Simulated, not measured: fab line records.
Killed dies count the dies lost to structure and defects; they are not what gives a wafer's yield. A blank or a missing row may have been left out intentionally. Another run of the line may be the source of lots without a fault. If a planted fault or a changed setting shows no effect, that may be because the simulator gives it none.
2 desks looking at one fault :: flow sfq line :: only its own numbers are on each desk; what lay behind them is given at the end

FOR THE TOOL OWNER'S DESK: rie metal-02
The tool's own readings at SFQ_TRILAYER_M2_ETCH_METAL_ETCH_060 (etches Nb in Cl2/Ar, stops on SiO2, target depth 240 nm, time 120 s): means of the sampled wafers that have a number, for each lot that ran on this tool. A lot is out of limits, marked OUT, if its mean lies more than 4 standard deviations from the usual mean; the brackets give that distance.
Columns: A = drypump motor current A at SFQ_TRILAYER_M2_ETCH_METAL_ETCH_060, usual 5.4 A; B = he backside leak sccm at SFQ_TRILAYER_M2_ETCH_METAL_ETCH_060, usual 3.43 sccm; C = oes product au at SFQ_TRILAYER_M2_ETCH_METAL_ETCH_060, usual 0.892 a.u.; D = run length s at SFQ_TRILAYER_M2_ETCH_METAL_ETCH_060, usual 148.33 s
lot: L384
first seen here: day 18 02:32
A: 5.9
B: 3.35
C: 0.890
D: 147.90

lot: L388
first seen here: day 19 21:40
A: 5.8
B: 3.67
C: 0.891
D: 148.33

lot: L389
first seen here: day 20 03:11
A: 5.8
B: 3.33
C: 0.902
D: 148.28

lot: L393
first seen here: day 21 10:28
A: 5.9
B: 3.51
C: 0.888
D: 148.31

lot: L394
first seen here: day 21 13:59
A: 5.8
B: 3.66
C: 1.001 (+14) OUT
D: 122.91 (-94) OUT

lot: L395
first seen here: day 21 22:23
A: 5.9
B: 3.37
C: 1.004 (+14) OUT
D: 123.03 (-94) OUT
This desk's verdict: out of limits on L394, L395, starting with L394 at day 21 13:59 (oes product au at SFQ_TRILAYER_M2_ETCH_METAL_ETCH_060). L384, L388, L389, L393 stayed within limits.

METROLOGY DESK
Lot by lot, what the gauges showed, no matter which tool ran the lot: averages of those sampled wafers that carry a number. A lot is out of limits, marked OUT, if its mean lies more than 4 standard deviations from the usual mean; the brackets give that distance.
Columns: A = R5_OVL at SFQ_R5_OVL_MEAS_935, usual 3 nm; B = I7_BOW at SFQ_I7_BOW_MEAS_946, usual 11 um
lot: L384
first seen here: day 53 11:07
A: 13
B: 18

lot: L385
first seen here: day 53 18:19
A: -5
B: 23

lot: L386
first seen here: day 54 01:31
A: 0
B: 6

lot: L388
first seen here: day 54 20:51
A: 1
B: 17

lot: L389
first seen here: day 55 00:32
A: -0
B: 14

lot: L393
first seen here: day 57 01:55
A: 4
B: -13

lot: L394
first seen here: day 57 11:31
A: 2
B: 11

lot: L395
first seen here: day 62 19:20
A: 11
B: 3

lot: L400
first seen here: day 64 07:39
A: 4
B: 26

lot: L401
first seen here: day 64 17:10
A: -7
B: -3

lot: L402
first seen here: day 65 14:47
A: 0
B: 21

lot: L403
first seen here: day 65 19:35
A: 8
B: 10

lot: L404
first seen here: day 65 20:46
A: 3
B: 12

lot: L406
first seen here: day 66 06:22
A: 2
B: 22
This desk's finding: nothing out of limits on any of the 14 lots.

TAKEN TOGETHER
The tool owner's desk had the chance to raise an alarm at day 21 13:59 on L394, L395.
At the metrology desk, nothing out of limits was observed.
The metrology desk holds a record of L394, L395, inside its limits.
Of the lots named, all ran SFQ_TRILAYER_M2_ETCH_METAL_ETCH_060 on rie metal-02.

WHAT HAD BEEN PUT IN BY THE SIMULATOR
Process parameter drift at SFQ_TRILAYER_M2_ETCH_METAL_ETCH_060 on rie metal-02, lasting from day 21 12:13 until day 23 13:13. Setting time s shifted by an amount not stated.
Shown lots that were struck: L394, L395.
Hours from the fault's start to each desk's first reading out of limits: the tool owner's desk, 2.
